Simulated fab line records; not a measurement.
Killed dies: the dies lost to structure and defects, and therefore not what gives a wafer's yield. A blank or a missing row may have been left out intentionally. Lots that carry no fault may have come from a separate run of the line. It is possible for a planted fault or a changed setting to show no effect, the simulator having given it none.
Comparing a struck lot with a sound one    flow sky130    43 out of 708 route steps
Sound: these wafers, L426.3, L426.4, L426.6. Struck: wafer L433.6. (L433.1, L433.4 of the same lot were not struck and are left out.) The cause comes at the end.
At each step with rows: each side's tool, then ch and its chambers, then its first start. Under that, the readings that differ: sound wafers    struck wafers    difference of the means    sigmas: that difference in standard deviations of wafers without a fault.
alike: a reading whose means differ by less than 2 such deviations, as well as words and numbers matching on both sides. not compared: withheld readings; readings where some wafer has no value; bounds like >300 that might hide an equal value; numbers whose values overlap and for which the record gives no deviation.
The two part at a step that has a row with sigmas, a row that says differs or no value, or rows on one side only. When numbers do not overlap yet have no deviation, they are printed without sigmas and do not part them. Lack of a reading on every wafer of one side parts them only where that side has two or more wafers.

first, 3 steps without rows for these wafers: SKY_SONOS_ONO_WET_ETCH_18 (etches Si3N4 in H3PO4, target depth 15 nm, time 172 s); SKY_GATE_OXIDE_CLEAN_00 (cleans in SC1/SC2, time 150 s); SKY_GATE_OXIDE_OXIDATION_01 (stabilise 600 s, purge 300 s, target thk 10.268 nm).
SKY_GATE_OXIDE_THK_MEAS_02:
  sound on film metro-04 at day 13 19:12; struck on film metro-04 at day 15 22:14
reading                           sound           struck  difference  sigmas
GATE_OXIDE_OXIDATION_00_THK (nm)  9.86 9.67 9.81  10.43   +0.65       +3
then, 7 steps without rows for these wafers: SKY_GATE_OXIDE_DEHYDRATE_03 (time 60 s); SKY_GATE_OXIDE_HMDS_04 (prime time 60 s); SKY_GATE_OXIDE_COAT_05 (resist thk 1140 nm); SKY_GATE_OXIDE_SOFTBAKE_06 (time 60 s); SKY_GATE_OXIDE_EXPOSE_07 (exposes mask LVOM, target cd 600 nm); SKY_GATE_OXIDE_PEB_08; SKY_GATE_OXIDE_DEVELOP_09 (develop time 60 s).
SKY_GATE_OXIDE_OVL_MEAS_10:
  sound on overlay-01 at day 14 21:22; struck on overlay-01 at day 17 02:26
  alike: GATE_OXIDE_OVL
SKY_GATE_OXIDE_IMPLANT_11:
  sound on implanter-01 ch 0, day 14 21:26; struck on implanter-02 ch 0, day 17 02:28
then, 1 step without rows for these wafers: SKY_GATE_OXIDE_WET_ETCH_12 (etches SiO2 in dHF, target depth 16.8 nm, time 336 s).
SKY_GATE_OXIDE_STRIP_13: strips in O2/N2.
  sound on plasma asher-03 ch 0,1, day 14 21:40; struck on plasma asher-01 ch 0, day 17 02:43
  alike: drypump motor current A, oes product au, strip time to endpoint s
  not compared: rf hours counter h
SKY_GATE_OXIDE_TW_MEAS_14:
  sound on film metro-02 at day 14 21:46; struck on film metro-04 at day 17 02:49
  alike: GATE_OXIDE_TW
then, 3 steps without rows for these wafers: SKY_GATE_OXIDE_CLEAN_15 (cleans in SC1/SC2, time 150 s); SKY_GATE_OXIDE_OXIDATION_16 (stabilise 600 s, purge 300 s, target thk 3.57 nm); SKY_POLY_GATE_CVD_00 (deposits poly-Si, target thk 180 nm, time 720 s).
SKY_POLY_GATE_THK_MEAS_01:
  sound on film metro-02 at day 15 02:46; struck on film metro-03 at day 17 07:30
  alike: POLY_GATE_CVD_00_THK
then, 8 steps without rows for these wafers: SKY_RES_PROTECT_DEHYDRATE_00 (time 60 s); SKY_RES_PROTECT_HMDS_01 (prime time 60 s); SKY_RES_PROTECT_COAT_02 (resist thk 1140 nm); SKY_RES_PROTECT_SOFTBAKE_03 (time 60 s); SKY_RES_PROTECT_EXPOSE_04 (exposes mask RPM, target cd 1270 nm); SKY_RES_PROTECT_PEB_05; SKY_RES_PROTECT_DEVELOP_06 (develop time 60 s); SKY_POLY_GATE_IMPLANT_02.
SKY_RES_PROTECT_STRIP_07: strips in O2/N2.
  sound on plasma asher-01 ch 0,1, day 16 05:29; struck on plasma asher-04 ch 1, day 18 12:56
reading                      sound        struck  difference  sigmas
drypump motor current A (A)  6.2 5.3 6.2  5.1     -0.8        -2
  alike: oes product au, strip time to endpoint s
  not compared: rf hours counter h
SKY_RES_PROTECT_TW_MEAS_08:
  sound on film metro-03 at day 16 05:34; struck on film metro-04 at day 18 13:02
reading       sound           struck  difference  sigmas
POLY_GATE_TW  4066 4057 4090  4021    -50         -2
then, 2 steps without rows for these wafers: SKY_RES_PROTECT_CLEAN_09 (cleans in SC1/SC2, time 150 s); SKY_POLY_GATE_CVD_03 (deposits Si3N4 from DCS/NH3, target thk 75 nm, time 1290 s).
SKY_POLY_GATE_THK_MEAS_04:
  sound on film metro-02 at day 16 07:02; struck on film metro-03 at day 18 14:56
  alike: POLY_GATE_CVD_03_THK
then, 8 steps without rows for these wafers: SKY_POLY_GATE_DEHYDRATE_05 (time 60 s); SKY_POLY_GATE_HMDS_06 (prime time 60 s); SKY_POLY_GATE_COAT_07 (resist thk 110 nm); SKY_POLY_GATE_COAT_08 (resist thk 450 nm); SKY_POLY_GATE_SOFTBAKE_09 (time 90 s); SKY_POLY_GATE_EXPOSE_10 (exposes mask P1M, target cd 150 nm); SKY_POLY_GATE_PEB_11; SKY_POLY_GATE_DEVELOP_12 (develop time 60 s).
SKY_POLY_GATE_CD_MEAS_13 targets a cd of 150 nm.
  sound on cd sem-01 at day 17 11:29; struck on cd sem-02 at day 19 22:05
  alike: cd nm
-- the record jumps here: 28 days lie between the struck wafers' starts before and after (it left off in module POLY_GATE and takes up again in module PAD_OPEN, whose first step shown is number 708 of the route) --
SKY_PAD_OPEN_PROBE_99:
  sound on prober-02 at day 46 11:40; struck on prober-02 at day 48 01:38
reading                                            sound                 struck  difference  sigmas
killed_at_M4_up                                    1 5 4                 7       +4          +2
model.etest.tip p.rs ohm sq                        6776 6766 6818        6901    +114        
model.etest.pfet_01v8_lvt.drive ua um              180.1 179.8 175.7     163.8   -14.7       
model.etest.nfet_01v8.drive ua um range            10.21 12.44 14.63     19.16   +6.73       
model.etest.pfet_01v8_mvt.drive ua um              157.8 159.4 154.9     151.3   -6.1        
model.etest.nfet_01v8.drive ua um rim less centre  2.334 6.457 1.356     -3.336  -6.718      
model.etest.pfet_01v8.drive ua um range            6.193 5.152 4.571     12.18   +6.87       
model.etest.pfet_01v8_lvt.off log10 a um           -8.568 -8.553 -8.627  -10.39  -1.81       
  alike: killed_at_M0_to_M3, killed at contacts, killed at front end, killed at other, killed dies, killed open, killed short
  not compared: model.etest.pfet_01v8.drive ua um

== WHERE THEY PART ==
At SKY_GATE_OXIDE_THK_MEAS_02 first; at SKY_PAD_OPEN_PROBE_99 last (within this record only).

WHY: what had been put in by the simulator
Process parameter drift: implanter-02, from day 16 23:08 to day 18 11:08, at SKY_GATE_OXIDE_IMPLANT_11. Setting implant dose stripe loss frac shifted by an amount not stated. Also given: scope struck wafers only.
